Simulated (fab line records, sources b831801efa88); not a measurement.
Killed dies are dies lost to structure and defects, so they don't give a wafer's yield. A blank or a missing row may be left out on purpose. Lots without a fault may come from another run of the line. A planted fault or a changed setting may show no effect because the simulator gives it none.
A struck lot beside a sound one | flow sky130 | 14 steps out of a route of 708
Sound: wafers L377.1, L377.3, L377.4. Struck: wafers L385.1, L385.3, L385.6. The cause comes at the end.
At each step with rows: each side's tool, then ch and its chambers, then its first start. Under that, the readings that differ: sound wafers | struck wafers | difference of the means | sigmas: that difference in standard deviations of wafers without a fault.
alike: readings whose means differ by less than 2 such deviations, and words and numbers that are the same on both sides. not compared: withheld readings, readings that some wafer has no value for, bounds like >300 that may hide the same value, and numbers for which the record gives no deviation and whose values overlap.
The two part at a step that has a row with sigmas, a row that says differs or no value, or rows on one side only. Numbers that don't overlap but have no deviation are shown without sigmas and don't part them. A reading that every wafer of one side lacks parts them only if that side has two wafers or more.

first, 2 steps without rows for these wafers: SKY_VT_ADJUST_HVTP_PEB_05; SKY_VT_ADJUST_HVTP_DEVELOP_06 (develop time 60 s).
SKY_VT_ADJUST_HVTP_CD_MEAS_07: target cd 380 nm.
  sound on cd_sem-01, day 7 16:52; struck on cd_sem-01, day 9 19:22
  reading    | sound             | struck            | difference | sigmas
  cd_nm (nm) | 381.4 381.1 382.9 | 376.2 376.9 374.1 | -6.1       | -2
SKY_VT_ADJUST_HVTP_OVL_MEAS_08:
  sound on overlay-02, day 7 16:59; struck on overlay-01, day 9 19:29
  alike: VT_ADJUST_HVTP_OVL
then, 1 step without rows for these wafers: SKY_VT_ADJUST_HVTP_IMPLANT_09.
SKY_VT_ADJUST_HVTP_STRIP_10: strips in O2/N2.
  sound on plasma_asher-03 ch 0,1, day 7 17:10; struck on plasma_asher-03 ch 0,1, day 9 19:40
  alike: drypump_motor_current_A, oes_product_au, strip_time_to_endpoint_s
  not compared: rf_hours_counter_h
SKY_VT_ADJUST_HVTP_TW_MEAS_11:
  sound on film_metro-04, day 7 17:16; struck on film_metro-04, day 9 19:46
  alike: VT_ADJUST_HVTP_TW
then, 5 steps without rows for these wafers: SKY_VT_ADJUST_LVTN_DEHYDRATE_00 (time 60 s); SKY_VT_ADJUST_LVTN_HMDS_01 (prime time 60 s); SKY_VT_ADJUST_LVTN_COAT_02 (resist thk 3000 nm); SKY_VT_ADJUST_LVTN_SOFTBAKE_03; SKY_VT_ADJUST_LVTN_EXPOSE_04 (exposes mask NWM COMPLEMENT LESS NATIVE, target cd 840 nm).
SKY_VT_ADJUST_LVTN_PEB_05:
  sound on litho_track-04 ch 0, day 8 14:00; struck on litho_track-04, day 10 18:00
  no value came back on the struck wafers for chill_plate_temp_C (C), exhaust_pa (Pa); on the sound wafers chill_plate_temp_C (C) reads 22.94 23.23 23.04
then, 1 step without rows for these wafers: SKY_VT_ADJUST_LVTN_DEVELOP_06 (develop time 60 s).

WHERE THEY PART
First at SKY_VT_ADJUST_HVTP_CD_MEAS_07; last, within this record, at SKY_VT_ADJUST_LVTN_PEB_05.

WHY: what the simulator had put in
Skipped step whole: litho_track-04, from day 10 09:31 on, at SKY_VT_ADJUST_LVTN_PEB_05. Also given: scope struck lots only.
